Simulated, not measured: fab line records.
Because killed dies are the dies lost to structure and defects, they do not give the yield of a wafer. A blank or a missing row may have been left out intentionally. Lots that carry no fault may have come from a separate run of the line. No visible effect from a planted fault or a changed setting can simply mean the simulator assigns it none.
fab line records | flow sky130
record: lots: 6 | wafers: 18 | lastDay: 51
route steps=708 shown FIELD_ISO@31 NWELL@32 DNWELL@35 PWDE@45 PAD_OPEN@708
lots untouched by any fault: they come from a run of this same line in which no faults occurred
startH: start of the lot's first displayed wafer, in hours after the record's first day | waitH: how many hours have passed since the lot's step before this one | " same as the row above | L1.1+2: a row that stands for several wafers | - no value, or no start was given | * or withheld: withheld | < > ~ a bound
route shown NAME@n: a module of which the file shows steps, and the number in the route of the first | usual: average and standard deviation across the fault-free wafers | same: alike in all rows | chamber/n: place in a boat | sites: per-site readings | _std_site: the values' standard deviation | _edge_site: inner sites' mean taken away from outer sites' mean | radiusMm: how far each site lies from the wafer's centre | mask NAME#n: copy n | behind: the most recent tool/chamber to have shaped the wafer | hold: reason for holding the lot/hours on hold/outcome of the hold | device: the n, p or np transistor that did not switch | end of line: the tests these same wafers got at the end of their route | for a step that has no rows: nothing shown but its recipe | killed: dies lost to structure and defects at the first sort, not the wafer's yield | map: the dies of a wafer, with x for killed, . for not killed, _ for no die there
set.NAME: the setting the step ran with; set.NAME@STEP: the setting that earlier step ran with | model.NAME: the simulator's own value behind a step, which no gauge read
a table for each step, a row for each wafer; lots at some steps of the route
services: from which hour (startH, from the record's first day; less than 0 if before it) a tool's chamber was out of use, for how many hours, and why
== steps ==
step: SKY_FIELD_ISO_WET_ETCH_30
recipe: chemistry: dHF | targetDepthNm: 25 | target: SiO2 | dilution: 10:1 | tempC: 25 | timeS: 50
step: SKY_NWELL_CLEAN_00
recipe: chemistry: SC1/SC2 | mix: 1:4:20 | tempC: 70 | timeS: 150 | dry: n2Spin
step: SKY_NWELL_OXIDATION_01
recipe: tempC: 900 | ambient: O2 | stabiliseS: 600 | purgeS: 300 | targetThkA: 100 | oxTimeS: 1418
step: SKY_NWELL_THK_MEAS_02
recipe: reads: SiO2_of_NWELL_OXIDATION_01
usual: NWELL_OXIDATION_THK: 10.05/0.17
lot.wafer | tool         | chamber | startH | waitH | NWELL_OXIDATION_THK[nm]
L214.1    | filmMetro-01 | -       | 61.34  | 0.0   | 9.98
L214.3    | "            | -       | "      | "     | 10.06
L214.5    | "            | -       | "      | "     | 9.97
L223.4    | filmMetro-02 | -       | 110.73 | 0.0   | 10.33
L223.5    | "            | -       | "      | "     | 10.26
L223.6    | "            | -       | "      | "     | 10.21
L225.1    | filmMetro-03 | -       | 117.29 | 0.0   | 10.13
L225.2    | "            | -       | "      | "     | 10.22
L225.6    | "            | -       | "      | "     | 10.16
L226.1    | filmMetro-01 | -       | 122.38 | 0.0   | 9.98
L226.5    | "            | -       | "      | "     | 9.85
L226.6    | "            | -       | "      | "     | 9.86
L228.1    | filmMetro-03 | -       | 135.90 | 0.0   | 10.25
L228.2    | "            | -       | "      | "     | 10.22
L228.6    | "            | -       | "      | "     | 10.12
L233.1    | filmMetro-03 | -       | 155.20 | 0.0   | 9.93
L233.2    | "            | -       | "      | "     | 10.20
L233.5    | "            | -       | "      | "     | 10.00
step: SKY_DNWELL_DEHYDRATE_00
recipe: tempC: 200 | timeS: 60
step: SKY_DNWELL_HMDS_01
recipe: primeTimeS: 60 | primeTempC: 120
step: SKY_DNWELL_COAT_02
recipe: spinRpm: 2000 | resistThkNm: 3000
step: SKY_DNWELL_SOFTBAKE_03
recipe: tempC: 110 | timeS: withheld
step: SKY_DNWELL_EXPOSE_04
recipe: maskId: DNM | na: 0.57 | targetCdNm: 3000 | doseMj: 222
step: SKY_DNWELL_PEB_05
recipe: tempC: 115 | timeS: withheld
step: SKY_DNWELL_DEVELOP_06
recipe: wallAngleDeg: 90 | developer: TMAH | developTimeS: 60 | devTempC: 23
step: SKY_DNWELL_IMPLANT_07
recipe: species: P | energyKev: withheld | doseCm2: withheld | tiltDeg: withheld
step: SKY_DNWELL_STRIP_08
recipe: chemistry: O2/N2 | powerW: 1400 | pressureMtorr: 1500 | platenTempC: withheld | o2FlowSccm: 3000 | n2FlowSccm: 300 | overashFraction: 0.5
usual: drypumpMotorCurrentA: 5.9/0.47 | oesProductAu: 0.722/0.0044 | stripTimeToEndpointS: 36.91/0.09
lot.wafer | tool           | chamber | startH | waitH | drypumpMotorCurrentA | oesProductAu | rfHoursCounterH | stripTimeToEndpointS
L214.1    | plasmaAsher-03 | 0       | 78.27  | 0.1   | 5.4                  | 0.720        | 33              | 36.89
L214.3    | "              | 1       | "      | "     | 6.1                  | 0.720        | -               | 36.88
L214.5    | "              | 1       | "      | "     | 6.1                  | 0.716        | -               | 36.82
L223.4    | plasmaAsher-01 | 1       | 130.15 | 0.1   | 5.8                  | 0.716        | -               | 36.96
L223.5    | "              | 1       | "      | "     | 5.8                  | 0.721        | -               | 36.81
L223.6    | "              | 0       | "      | "     | 5.0                  | 0.724        | -               | 36.96
L225.1    | plasmaAsher-01 | 1       | 137.17 | 0.1   | 5.8                  | 0.727        | 2               | 36.94
L225.2    | "              | 0       | "      | "     | 4.9                  | 0.721        | 2               | 36.82
L225.6    | "              | 1       | "      | "     | 5.9                  | 0.724        | -               | 36.91
L226.1    | plasmaAsher-03 | 0       | 141.92 | 0.1   | 5.4                  | 0.724        | 40              | 36.90
L226.5    | "              | 0       | "      | "     | 5.4                  | 0.718        | -               | 36.93
L226.6    | "              | 1       | "      | "     | 6.1                  | 0.714        | -               | 36.91
L228.1    | plasmaAsher-04 | 1       | 156.19 | 0.1   | 6.1                  | 0.721        | 44              | 36.85
L228.2    | "              | 0       | "      | "     | 6.4                  | 0.716        | 44              | 36.87
L228.6    | "              | 1       | "      | "     | 6.1                  | 0.718        | -               | 36.87
L233.1    | plasmaAsher-04 | 1       | 177.27 | 0.1   | 6.1                  | 0.719        | 46              | 37.08
L233.2    | "              | 0       | "      | "     | 6.4                  | 0.714        | 46              | 37.07
L233.5    | "              | 1       | "      | "     | 6.1                  | 0.723        | -               | 37.00
step: SKY_DNWELL_TW_MEAS_09
usual: DNWELL_TW: 1116/8.1
lot.wafer | tool         | chamber | startH | waitH | DNWELL_TW
L214.1    | filmMetro-03 | -       | 78.37  | 0.1   | 1120
L214.3    | "            | -       | "      | "     | 1117
L214.5    | "            | -       | "      | "     | 1119
L223.4    | filmMetro-02 | -       | 130.25 | 0.1   | 1120
L223.5    | "            | -       | "      | "     | 1115
L223.6    | "            | -       | "      | "     | 1122
L225.1    | filmMetro-02 | -       | 137.27 | 0.1   | 1113
L225.2    | "            | -       | "      | "     | 1116
L225.6    | "            | -       | "      | "     | 1113
L226.1    | filmMetro-01 | -       | 142.02 | 0.1   | 1112
L226.5    | "            | -       | "      | "     | 1104
L226.6    | "            | -       | "      | "     | 1108
L228.1    | filmMetro-01 | -       | 156.29 | 0.1   | 1102
L228.2    | "            | -       | "      | "     | 1110
L228.6    | "            | -       | "      | "     | 1103
L233.1    | filmMetro-02 | -       | 177.37 | 0.1   | 1121
L233.2    | "            | -       | "      | "     | 1115
L233.5    | "            | -       | "      | "     | 1116
step: SKY_PWDE_DEHYDRATE_00
recipe: tempC: 200 | timeS: 60
step: SKY_PWDE_HMDS_01
recipe: primeTimeS: 60 | primeTempC: 120
step: SKY_PWDE_COAT_02
recipe: spinRpm: 2000 | resistThkNm: 3000
step: SKY_PWDE_SOFTBAKE_03
recipe: tempC: 110 | timeS: withheld
step: SKY_PWDE_EXPOSE_04
recipe: maskId: PWDEM | na: 0.6 | sourceShape: conventional | sigmaOuter: 0.6 | polarization: unpolarized | targetCdNm: 840 | doseMj: 214
step: SKY_PWDE_PEB_05
recipe: tempC: 115 | timeS: withheld
step: SKY_PWDE_DEVELOP_06
recipe: wallAngleDeg: 90 | developer: TMAH | developTimeS: 60 | devTempC: 23
step: SKY_PWDE_OVL_MEAS_07
usual: PWDE_OVL: 0.7/1.4
lot.wafer | tool       | chamber | startH | waitH | PWDE_OVL[nm]
L214.1    | overlay-01 | -       | 96.54  | -     | -0.3
L214.3    | "          | -       | "      | "     | -2.5
L214.5    | "          | -       | "      | "     | 0.3
L223.4    | overlay-02 | -       | 149.48 | -     | 1.5
L223.5    | "          | -       | "      | "     | 1.9
L223.6    | "          | -       | "      | "     | 0.8
L225.1    | overlay-02 | -       | 156.14 | -     | 1.9
L225.2    | "          | -       | "      | "     | 2.3
L225.6    | "          | -       | "      | "     | 1.7
L226.1    | overlay-02 | -       | 162.24 | -     | -0.5
L226.5    | "          | -       | "      | "     | 0.1
L226.6    | "          | -       | "      | "     | -1.0
L228.1    | overlay-02 | -       | 177.59 | -     | -0.7
L228.2    | "          | -       | "      | "     | -1.5
L228.6    | "          | -       | "      | "     | -3.3
L233.1    | overlay-01 | -       | 199.47 | -     | 2.1
L233.2    | "          | -       | "      | "     | 1.6
L233.5    | "          | -       | "      | "     | 0.3
step: SKY_PWDE_IMPLANT_08
recipe: species: B | energyKev: 150 | doseCm2: 3.6e+12 | tiltDeg: withheld
step: SKY_PWDE_STRIP_09
recipe: chemistry: O2/N2 | powerW: 1400 | pressureMtorr: 1500 | platenTempC: withheld | o2FlowSccm: 3000 | n2FlowSccm: 300 | overashFraction: 0.5
usual: drypumpMotorCurrentA: 5.6/0.5 | oesProductAu: 0.722/0.0047 | stripTimeToEndpointS: 36.89/0.11
lot.wafer | tool           | chamber | startH | waitH | drypumpMotorCurrentA | oesProductAu | rfHoursCounterH | stripTimeToEndpointS
L214.1    | plasmaAsher-02 | 0       | 96.73  | 0.1   | 5.5                  | 0.720        | 30              | 36.92
L214.3    | "              | 0       | "      | "     | 5.5                  | 0.726        | -               | 36.95
L214.5    | "              | 1       | "      | "     | 5.2                  | 0.724        | -               | 36.83
L223.4    | plasmaAsher-04 | 1       | 149.69 | 0.1   | 6.1                  | 0.718        | -               | 36.78
L223.5    | "              | 0       | "      | "     | 6.4                  | 0.716        | -               | 36.74
L223.6    | "              | 1       | "      | "     | 6.1                  | 0.719        | -               | 36.70
L225.1    | plasmaAsher-01 | 0       | 156.33 | 0.1   | 5.0                  | 0.718        | 4               | 36.71
L225.2    | "              | 1       | "      | "     | 5.9                  | 0.731        | 4               | 36.80
L225.6    | "              | 1       | "      | "     | 5.8                  | 0.730        | -               | 36.78
L226.1    | plasmaAsher-01 | 0       | 162.71 | 0.1   | 5.0                  | 0.719        | 4               | 36.60
L226.5    | "              | 0       | "      | "     | 5.0                  | 0.718        | -               | 36.69
L226.6    | "              | 1       | "      | "     | 5.8                  | 0.726        | -               | 36.71
L228.1    | plasmaAsher-01 | 0       | 177.78 | 0.1   | 5.0                  | 0.715        | 6               | 37.10
L228.2    | "              | 1       | "      | "     | 5.8                  | 0.724        | 6               | 36.99
L228.6    | "              | 1       | "      | "     | 5.9                  | 0.724        | -               | 36.88
L233.1    | plasmaAsher-04 | 0       | 199.65 | 0.1   | 6.4                  | 0.715        | 48              | 36.89
L233.2    | "              | 1       | "      | "     | 6.1                  | 0.728        | 48              | 36.78
L233.5    | "              | 0       | "      | "     | 6.4                  | 0.724        | -               | 36.84
step: SKY_PWDE_TW_MEAS_10
usual: PWDE_TW: 375.2/2.1
lot.wafer | tool         | chamber | startH | waitH | PWDE_TW
L214.1    | filmMetro-03 | -       | 96.83  | 0.1   | 374.2
L214.3    | "            | -       | "      | "     | 374.8
L214.5    | "            | -       | "      | "     | 374.6
L223.4    | filmMetro-02 | -       | 149.78 | 0.1   | 376.4
L223.5    | "            | -       | "      | "     | 377.3
L223.6    | "            | -       | "      | "     | 377.8
L225.1    | filmMetro-03 | -       | 156.43 | 0.1   | 373.7
L225.2    | "            | -       | "      | "     | 372.0
L225.6    | "            | -       | "      | "     | 374.7
L226.1    | filmMetro-03 | -       | 162.81 | 0.1   | 373.6
L226.5    | "            | -       | "      | "     | 374.1
L226.6    | "            | -       | "      | "     | 374.8
L228.1    | filmMetro-02 | -       | 177.88 | 0.1   | 375.4
L228.2    | "            | -       | "      | "     | 374.2
L228.6    | "            | -       | "      | "     | 374.6
L233.1    | filmMetro-02 | -       | 199.75 | 0.1   | 375.3
L233.2    | "            | -       | "      | "     | 374.4
L233.5    | "            | -       | "      | "     | 374.3
step: SKY_NWELL_DEHYDRATE_03
recipe: tempC: 200 | timeS: 60
step: SKY_NWELL_HMDS_04
recipe: primeTimeS: 60 | primeTempC: 120
step: SKY_NWELL_COAT_05
recipe: spinRpm: 2000 | resistThkNm: 3000
step: SKY_NWELL_SOFTBAKE_06
recipe: tempC: 110 | timeS: withheld
step: SKY_NWELL_EXPOSE_07
recipe: maskId: NWM | na: 0.6 | sourceShape: conventional | sigmaOuter: 0.6 | polarization: unpolarized | targetCdNm: 840 | doseMj: 255
step: SKY_NWELL_PEB_08
recipe: tempC: 115 | timeS: withheld
step: SKY_NWELL_DEVELOP_09
recipe: wallAngleDeg: 90 | developer: TMAH | developTimeS: 60 | devTempC: 23
step: SKY_NWELL_OVL_MEAS_10
usual: NWELL_00_OVL: -0.9/1.2
lot.wafer | tool       | chamber | startH | waitH | NWELL_00_OVL[nm]
L214.1    | overlay-02 | -       | 115.54 | -     | -1.4
L214.3    | "          | -       | "      | "     | -0.1
L214.5    | "          | -       | "      | "     | -1.1
L223.4    | overlay-02 | -       | 170.99 | -     | -0.8
L223.5    | "          | -       | "      | "     | 1.6
L223.6    | "          | -       | "      | "     | -0.4
L225.1    | overlay-01 | -       | 177.58 | -     | 0.1
L225.2    | "          | -       | "      | "     | 0.1
L225.6    | "          | -       | "      | "     | -2.0
L226.1    | overlay-01 | -       | 184.59 | -     | 0.2
L226.5    | "          | -       | "      | "     | -0.7
L226.6    | "          | -       | "      | "     | -0.6
L228.1    | overlay-01 | -       | 199.93 | -     | -2.0
L228.2    | "          | -       | "      | "     | -0.6
L228.6    | "          | -       | "      | "     | -1.6
L233.1    | overlay-01 | -       | 221.59 | -     | -1.8
L233.2    | "          | -       | "      | "     | -3.4
L233.5    | "          | -       | "      | "     | -3.7
step: SKY_NWELL_IMPLANT_11
recipe: species: P | energyKev: 400 | doseCm2: 1.9e+13 | tiltDeg: withheld
step: SKY_NWELL_IMPLANT_12
recipe: species: P | energyKev: 120 | doseCm2: 1.3e+12 | tiltDeg: withheld
step: SKY_NWELL_IMPLANT_13
recipe: species: P | energyKev: 50 | doseCm2: 7e+11 | tiltDeg: withheld
step: SKY_NWELL_STRIP_14
recipe: chemistry: O2/N2 | powerW: 1400 | pressureMtorr: 1500 | platenTempC: withheld | o2FlowSccm: 3000 | n2FlowSccm: 300 | overashFraction: 0.5
usual: drypumpMotorCurrentA: 5.5/0.4 | oesProductAu: 0.723/0.0047 | stripTimeToEndpointS: 36.87/0.12
lot.wafer | tool           | chamber | startH | waitH | drypumpMotorCurrentA | oesProductAu | rfHoursCounterH | stripTimeToEndpointS
L214.1    | plasmaAsher-02 | 1       | 116.03 | 0.1   | 5.2                  | 0.729        | 32              | 36.96
L214.3    | "              | 1       | "      | "     | 5.2                  | 0.724        | -               | 36.90
L214.5    | "              | 1       | "      | "     | 5.2                  | 0.725        | -               | 36.86
L223.4    | plasmaAsher-02 | 1       | 171.50 | 0.1   | 5.2                  | 0.726        | -               | 36.80
L223.5    | "              | 0       | "      | "     | 5.5                  | 0.721        | -               | 36.82
L223.6    | "              | 1       | "      | "     | 5.2                  | 0.714        | -               | 36.75
L225.1    | plasmaAsher-03 | 0       | 178.06 | 0.1   | 5.4                  | 0.716        | 43              | 36.78
L225.2    | "              | 1       | "      | "     | 6.1                  | 0.727        | 43              | 36.85
L225.6    | "              | 1       | "      | "     | 6.1                  | 0.725        | -               | 36.84
L226.1    | plasmaAsher-03 | 0       | 185.08 | 0.1   | 5.4                  | 0.726        | 44              | 36.87
L226.5    | "              | 1       | "      | "     | 6.1                  | 0.719        | -               | 36.82
L226.6    | "              | 0       | "      | "     | 5.4                  | 0.709        | -               | 36.80
L228.1    | plasmaAsher-01 | 0       | 200.41 | 0.1   | 5.0                  | 0.721        | 8               | 36.88
L228.2    | "              | 1       | "      | "     | 5.9                  | 0.721        | 8               | 36.84
L228.6    | "              | 1       | "      | "     | 5.8                  | 0.716        | -               | 36.78
L233.1    | plasmaAsher-01 | 1       | 222.08 | 0.1   | 5.8                  | 0.722        | 11              | 36.88
L233.2    | "              | 0       | "      | "     | 5.0                  | 0.723        | 11              | 36.91
L233.5    | "              | 1       | "      | "     | 5.8                  | 0.731        | -               | 36.80
step: SKY_NWELL_TW_MEAS_15
usual: NWELL_TW: 1828/12
lot.wafer | tool         | chamber | startH | waitH | NWELL_TW
L214.1    | filmMetro-02 | -       | 116.13 | 0.1   | 1841
L214.3    | "            | -       | "      | "     | 1840
L214.5    | "            | -       | "      | "     | 1834
L223.4    | filmMetro-03 | -       | 171.59 | 0.1   | 1829
L223.5    | "            | -       | "      | "     | 1828
L223.6    | "            | -       | "      | "     | 1825
L225.1    | filmMetro-03 | -       | 178.16 | 0.1   | 1828
L225.2    | "            | -       | "      | "     | 1829
L225.6    | "            | -       | "      | "     | 1823
L226.1    | filmMetro-03 | -       | 185.18 | 0.1   | 1846
L226.5    | "            | -       | "      | "     | 1827
L226.6    | "            | -       | "      | "     | 1831
L228.1    | filmMetro-01 | -       | 200.51 | 0.1   | 1813
L228.2    | "            | -       | "      | "     | 1818
L228.6    | "            | -       | "      | "     | 1816
L233.1    | filmMetro-03 | -       | 222.18 | 0.1   | 1835
L233.2    | "            | -       | "      | "     | 1824
L233.5    | "            | -       | "      | "     | 1828
step: SKY_NWELL_DEHYDRATE_16
recipe: tempC: 200 | timeS: 60
step: SKY_NWELL_HMDS_17
recipe: primeTimeS: 60 | primeTempC: 120
step: SKY_NWELL_COAT_18
recipe: spinRpm: 2000 | resistThkNm: 3000
step: SKY_NWELL_SOFTBAKE_19
recipe: tempC: 110 | timeS: withheld
step: SKY_PAD_OPEN_PROBE_99
usual: killed_at_M0_to_M3: 44/7.2 | killed_at_M4_up: 2.9/1.8 | killedAtContacts: 24/5.2 | killedAtFrontEnd: 15/4 | killedAtOther: 0.2/0.49 | killedDies: 85/9.1 | killedOpen: 47/6.8 | killedShort: 38/5.7
same: grossDies: 492 | killedAtBackSide: 0
lot.wafer | tool      | chamber | startH  | waitH | killed_at_M0_to_M3 | killed_at_M4_up | killedAtContacts | killedAtFrontEnd | killedAtOther | killedDies | killedOpen | killedShort
L223.4    | prober-01 | -       | 1175.42 | 0.2   | 36                 | 2               | 24               | 76               | 1             | 139        | 47         | 35
L223.5    | prober-01 | -       | 1175.47 | 0.2   | 26                 | 5               | 28               | 62               | 1             | 122        | 37         | 41
L225.1    | prober-01 | -       | 1184.18 | 0.1   | 41                 | 1               | 13               | 68               | 1             | 124        | 38         | 36
L225.2    | prober-01 | -       | 1184.23 | 0.1   | 42                 | 5               | 19               | 20               | 0             | 86         | 46         | 40
L225.6    | prober-01 | -       | 1184.43 | 0.2   | 46                 | 1               | 25               | 66               | 0             | 138        | 49         | 40
L228.1    | prober-02 | -       | 1198.71 | 0.1   | 40                 | 2               | 26               | 25               | 0             | 93         | 50         | 43
L228.2    | prober-02 | -       | 1198.76 | 0.1   | 50                 | 5               | 31               | 18               | 0             | 104        | 59         | 45
L228.6    | prober-02 | -       | 1198.96 | 0.2   | 36                 | 1               | 29               | 19               | 0             | 85         | 54         | 31
killed by level:class
L223.4 DNWELL:unspecified=57 CONTACT:geometricParticle:open=10 POLY_GATE:geometricParticle:open=9 VIA1:geometricParticle:open=9 LI_CONTACT:geometricParticle:open=6 VIA2:geometricParticle:open=6 CONTACT:geometricParticle:short=5 METAL1:geometricParticle:short=5
L223.5 DNWELL:unspecified=44 VIA1:geometricParticle:open=7 CONTACT:geometricParticle:open=7 LOCAL_INTERCONNECT:geometricParticle:short=6 VIA1:geometricParticle:short=6 LI_CONTACT:geometricParticle:open=5 FIELD_ISO:geometricParticle:short=4 METAL4:geometricParticle:short=4
L225.1 DNWELL:unspecified=50 VIA2:geometricParticle:open=9 VIA3:geometricParticle:open=8 CONTACT:geometricParticle:open=6 METAL1:geometricParticle:short=6 VIA1:geometricParticle:short=5 VIA3:geometricParticle:short=5 POLY_GATE:geometricParticle:short=4
L225.2 CONTACT:geometricParticle:open=8 METAL2:geometricParticle:short=7 FIELD_ISO:geometricParticle:open=6 VIA1:geometricParticle:open=6 METAL1:geometricParticle:short=5 SPACER:geometricParticle:open=4 LI_CONTACT:geometricParticle:open=4 VIA3:geometricParticle:open=4
L225.6 DNWELL:unspecified=49 VIA1:geometricParticle:open=12 VIA2:geometricParticle:open=7 POLY_GATE:geometricParticle:open=6 LOCAL_INTERCONNECT:geometricParticle:short=6 CONTACT:geometricParticle:short=6 CONTACT:geometricParticle:open=6 METAL1:geometricParticle:short=6
L228.1 CONTACT:geometricParticle:open=12 VIA1:geometricParticle:open=9 VIA3:geometricParticle:open=9 FIELD_ISO:geometricParticle:open=6 FIELD_ISO:geometricParticle:short=5 POLY_GATE:geometricParticle:short=5 CONTACT:geometricParticle:short=5 POLY_CUT:geometricParticle:short=5
L228.2 VIA1:geometricParticle:open=13 LI_CONTACT:geometricParticle:open=10 CONTACT:geometricParticle:open=9 CONTACT:geometricParticle:short=7 METAL1:geometricParticle:short=7 VIA2:geometricParticle:open=6 METAL2:geometricParticle:open=5 VIA3:geometricParticle:short=5
L228.6 CONTACT:geometricParticle:open=13 VIA1:geometricParticle:open=13 VIA3:geometricParticle:open=7 LI_CONTACT:geometricParticle:open=6 CONTACT:geometricParticle:short=5 POLY_GATE:geometricParticle:open=4 VIA2:geometricParticle:open=4 FIELD_ISO:geometricParticle:short=3
map L223.4 (x killed, . not)
__________......x..._________
________x..x.x.......x_______
______.....x............_____
_____.....x..x......x..xx____
____.........x.x......x...___
___..........x.............__
__xxxx............x........._
_...............xx.........x.
_x..x..x..x.....x...xxx...x..
_.xx.x.........xxxx..........
_......x.....xxxxxxxxx.......
_.....x..x....xxxxxxxxxxxx...
_............xxxxxxxxx.....x.
_...x.......xxxxxxxxxxxx..x.x
_.x......xxx..xxxxxxxxx.xx...
__...xx..x...xx.xxxxxx..x..._
___.......x...xx.....x.....__
____...x.....x...x......x.___
_____.x..x.x..x.x..x.....____
______.......xx..x.x...._____
________....x..x.xx..x_______
__________.x........_________
map L225.6 (x killed, . not)
__________....xx..xx_________
________...x.........._______
______x....xx.......x..._____
_____..........x.......x.____
____xx..x........x...x.x..___
___.......xx.x....x...x....__
__.x..x....x..x....x...x..x._
_.x...x..xx..x..x.x.....x.x..
_............x..xx.x....x...x
_...............xx......x....
_...xx.....x.xxxxxxxxx.x..x..
_.........x...xxxxxxxxx..x.x.
_xx.xx.....xx.xxxxxxxxx......
_...x.........xxxxxxxx.......
_xx........xx.xxxxxxxxxx..x..
__..............xx.xx.....xx_
___........x.x.xx.x.....x..__
____...........x.........x___
_____....x.....xxx....x.x____
______..x.........xx...._____
________......x....x.._______
__________.......x.._________
== services ==
tool           | chamber | startH | hours | kind
plasmaAsher-03 | -       | 69.10  | 0.9   | repair
plasmaAsher-01 | -       | 108.75 | 9.0   | pm
plasmaAsher-01 | 0       | 108.75 | 9.0   | ventCycle
plasmaAsher-01 | 1       | 108.75 | 9.0   | ventCycle
plasmaAsher-01 | 0       | 117.75 | -     | clean
plasmaAsher-01 | 1       | 117.75 | -     | clean
plasmaAsher-02 | -       | 181.92 | 0.7   | repair
plasmaAsher-02 | -       | 197.13 | 12.9  | repair
== key ==
firstSign: step: SKY_PAD_OPEN_PROBE_99 | reading: killedAtFrontEnd | direction: up | sigmas: 13 | usual: 15 | struck: 68
effect: step: SKY_PAD_OPEN_PROBE_99 | reading: killedDies | direction: up | sigmas: 5 | usual: 85 | struck: 131
metAt SKY_DNWELL_STRIP_08
struckWafers L223.4,L223.5,L225.1,L225.6
testerLeftOut L223,L225
fault: kind: chamberParticleSource | tool: plasmaAsher-01 | chamber: 1 | onsetH: 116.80 | steps: SKY_DNWELL_STRIP_08 | ratePerVisitCm2: 0.59019 | endH: 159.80
testerLeftOut: of these lots the tester's yield and bins aren't shown, on N5 and GAA mostly nor the transistor test; their killed dies are dies lost to structure and defects alone, not to doping, threshold or leakage, so they don't give the yield
